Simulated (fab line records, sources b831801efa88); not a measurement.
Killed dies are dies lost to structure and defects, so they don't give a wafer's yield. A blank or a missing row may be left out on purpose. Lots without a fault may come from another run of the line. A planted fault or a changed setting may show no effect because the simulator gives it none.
Which tool did it? | flow gf180mcu | 14 lots, 42 wafers sampled, at 1 step of a route of 602

WHAT THE GAUGES READ, wafer by wafer
GF_CONTACT_THK_MEAS_01. Usual: CONTACT_CVD_00_THK 298 nm, standard deviation 3.2.
lot  | measured     | on            | CONTACT_CVD_00_THK (nm) | flag
L957 | day 15 06:55 | film_metro-01 | 294 299 298             |
L958 | day 15 13:43 | film_metro-03 | 290 300 295             |
L959 | day 16 00:38 | film_metro-01 | 299 293 297             |
L962 | day 17 02:41 | film_metro-01 | 294 295 299             |
L970 | day 20 01:18 | film_metro-03 | 291 294 295             |
L971 | day 20 15:04 | film_metro-03 | 300 297 300             |
L973 | day 21 04:43 | film_metro-03 | 302 303 302             |
L974 | day 21 09:24 | film_metro-03 | 297 296 297             |
L975 | day 21 20:25 | film_metro-04 | 301 303 301             |
L976 | day 21 23:07 | film_metro-03 | 300 301 300             |
L977 | day 22 09:33 | film_metro-04 | 299 300 303             |
L978 | day 22 18:39 | film_metro-04 | 302 299 302             |
L979 | day 22 20:09 | film_metro-01 | 304 301 299             |
L980 | day 23 07:20 | film_metro-03 | 299 294 295             |

WHICH TOOL RAN EACH LOT (tool, then ch and the chambers of the sampled wafers, then the start)
The record holds no process step before these readings.

WHAT THE TOOLS THEMSELVES READ (means of the sampled wafers that have a number; where no wafer has one, the mark that the record gives instead)
The record holds no such reading with a usual standard deviation.

THE ANSWER, worked out from the rows above alone
Rule: a lot is off if the mean of its wafers that have a number lies more than 3 standard deviations from the usual mean. A lot without any number at a reading at which 4 lots or more have one is off too. The other lots that the step has rows for count as sound. The gauges are gone through in route order, then the tools' own readings, and for those a lot's mean is taken as printed above. The first step at which some lot is off is used, and at that step the reading that is off furthest; a lot without a number counts as furthest.
No lot is off at any reading shown: from this, nothing can be told.

WHAT THE SIMULATOR HAD PUT IN
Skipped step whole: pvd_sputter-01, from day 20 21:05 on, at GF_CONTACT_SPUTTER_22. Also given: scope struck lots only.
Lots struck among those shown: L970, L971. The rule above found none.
